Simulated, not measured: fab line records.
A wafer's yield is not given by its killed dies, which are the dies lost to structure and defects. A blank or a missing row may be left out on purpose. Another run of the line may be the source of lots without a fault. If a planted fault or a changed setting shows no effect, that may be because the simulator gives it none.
Struck lot and sound lot, side by side	flow sky130	17 out of 708 route steps
Sound: these wafers, L824.2, L824.5, L824.6. Struck: wafers L835.4, L835.5. (L835.1 of the same lot was not struck and is left out.) The cause comes at the end.
Per side, at each step with rows, come the tool, then ch with its chambers, and then its first start. Under that, the readings that differ: sound wafers	struck wafers	difference of the means	sigmas: that difference in standard deviations of wafers without a fault.
alike: words and numbers the same on both sides, and readings whose means are apart by under 2 such deviations; not compared: readings that were withheld, readings missing a value for some wafer, numbers with overlapping values and no deviation given by the record, and bounds like >300 which may hide the same value.
A row with sigmas, a row that says differs or no value, or rows on one side alone: a step with any of these is where the two part. When numbers do not overlap yet have no deviation, they are printed without sigmas and do not part them. A reading missing from all wafers of one side parts the sides only when that side holds two or more wafers.

SKY_LI_CONTACT_CMP_02: polishes PSG.
  sound on cmp-01 ch 0,1,2, day 29 17:42; struck on cmp-02 ch 0,3, day 33 05:56
  alike: motor_current_A, time_to_endpoint_s
SKY_LI_CONTACT_BOW_MEAS_03:
  struck on film_metro-02, day 33 06:14; sound on film_metro-01, day 29 17:52
  alike: LI_CONTACT_BOW
then, 8 steps without rows for these wafers: SKY_LI_CONTACT_DEHYDRATE_04 (time 60 s); SKY_LI_CONTACT_HMDS_05 (prime time 60 s); SKY_LI_CONTACT_COAT_06 (resist thk 60 nm); SKY_LI_CONTACT_COAT_07 (resist thk 450 nm); SKY_LI_CONTACT_SOFTBAKE_08 (time 90 s); SKY_LI_CONTACT_EXPOSE_09 (exposes mask LICM1, target cd 170 nm); SKY_LI_CONTACT_PEB_10; SKY_LI_CONTACT_DEVELOP_11 (develop time 60 s).
SKY_LI_CONTACT_CD_MEAS_12: the cd target is 170 nm.
  struck on cd_sem-01, day 34 08:38; sound on cd_sem-02, day 30 21:11
reading	sound	struck	difference	sigmas
cd_nm (nm)	171.4 171.5 170.6	167.5 167.7	-3.6	-3
SKY_LI_CONTACT_OVL_MEAS_13:
  struck on overlay-02, day 34 08:46; sound on overlay-01, day 30 21:17
  alike: LI_CONTACT_OVL
SKY_LI_CONTACT_ETCH_14: etches BARC in N2/H2, stops on SiO2, time 45.9 s, target depth 60 nm.
  sound on rie_diel-04 ch 1,2, day 30 21:19; struck on rie_diel-02 ch 1,2, day 34 08:48
reading	sound	struck	difference	sigmas
chamber_pressure_mTorr (mTorr)	30.062 30.078 30.003	29.936 29.945	-0.107	-4
oes_product_au (a.u.)	0.848 0.853 0.857	0.985 0.997	+0.138	+28
run_length_s (s)	74.1 74.5 74.1	54.8 54.0	-19.8	-44
model.KrF-thick_of_LI_CONTACT_COAT_07.thk_nm (nm)	391 392.4 391.7	409.4 408.4	+17.2	
model.etch.depth_nm (nm)	60.01 60 59.97	44.02 44.8	-15.58	
model.LI_CONTACT.cd_nm (nm)	171.2 171.8 170.4	162.9 164.8	-7.3	
  alike: drypump_motor_current_A, throttle_valve_pct
  not compared: rf_hours_counter_h
SKY_LI_CONTACT_ETCH_15: etches PSG in C4F8/O2/Ar, stops on Si, target depth 600 nm.
  sound on rie_diel-04 ch 1,2, day 30 21:21; struck on rie_diel-02 ch 1,2, day 34 08:52
reading	sound	struck	difference	sigmas
model.KrF-thick_of_LI_CONTACT_COAT_07.thk_nm (nm)	230 232.8 233.2	252.8 248.8	+18.8	
model.LI_CONTACT.cd_nm (nm)	171.1 171.7 170.1	162 163.7	-8	
  alike: chamber_pressure_mTorr, oes_product_au
SKY_LI_CONTACT_STRIP_16: strips in O2/N2.
  sound on plasma_asher-02 ch 0,1, day 30 21:26; struck on plasma_asher-04 ch 0,1, day 34 08:59
reading	sound	struck	difference	sigmas
oes_product_au (a.u.)	0.371 0.373 0.373	0.389 0.386	+0.015	+3
strip_time_to_endpoint_s (s)	3.46 3.51 3.52	3.73 3.69	+0.21	+7
  alike: chamber_pressure_mTorr, drypump_motor_current_A
  not compared: rf_hours_counter_h
then, 1 step without rows for these wafers: SKY_LI_CONTACT_CLEAN_17 (cleans in NMP, time 600 s).
-- the record jumps here: 15 days lie between the struck wafers' starts before and after (it left off in module LI_CONTACT and takes up again in module PAD_OPEN, whose first step shown is number 708 of the route) --
SKY_PAD_OPEN_PROBE_99:
  struck on prober-02, day 49 14:02; sound on prober-02, day 47 02:06
reading	sound	struck	difference	sigmas
model.etest.licon_pdiff.rc_ohm	577.5 569.8 577.3	692.1 651.9	+97.1	
model.etest.licon_high_po.rc_ohm	338.6 338.8 336.5	382.7 373.3	+40.0	
model.etest.licon_ndiff.rc_ohm	178.4 176.3 179.7	219 210.5	+37	
model.etest.sonos_uncharged.r_on_ohm_um	824.8 829.4 814.6	839.2 842.7	+18.0	
model.etest.licon_poly.rc_ohm	141.6 151.3 155.3	168.4 168.1	+18.8	
  alike: killed_at_M0_to_M3, killed_at_M4_up, killed_at_contacts, killed_at_front_end, killed_at_other, killed_dies, killed_open, killed_short

WHERE THEY PART
Last at SKY_LI_CONTACT_STRIP_16 as far as this record goes, first at SKY_LI_CONTACT_CD_MEAS_12. Later steps at which nothing parts them and some readings are alike: SKY_PAD_OPEN_PROBE_99.

WHY: whatever the simulator had introduced
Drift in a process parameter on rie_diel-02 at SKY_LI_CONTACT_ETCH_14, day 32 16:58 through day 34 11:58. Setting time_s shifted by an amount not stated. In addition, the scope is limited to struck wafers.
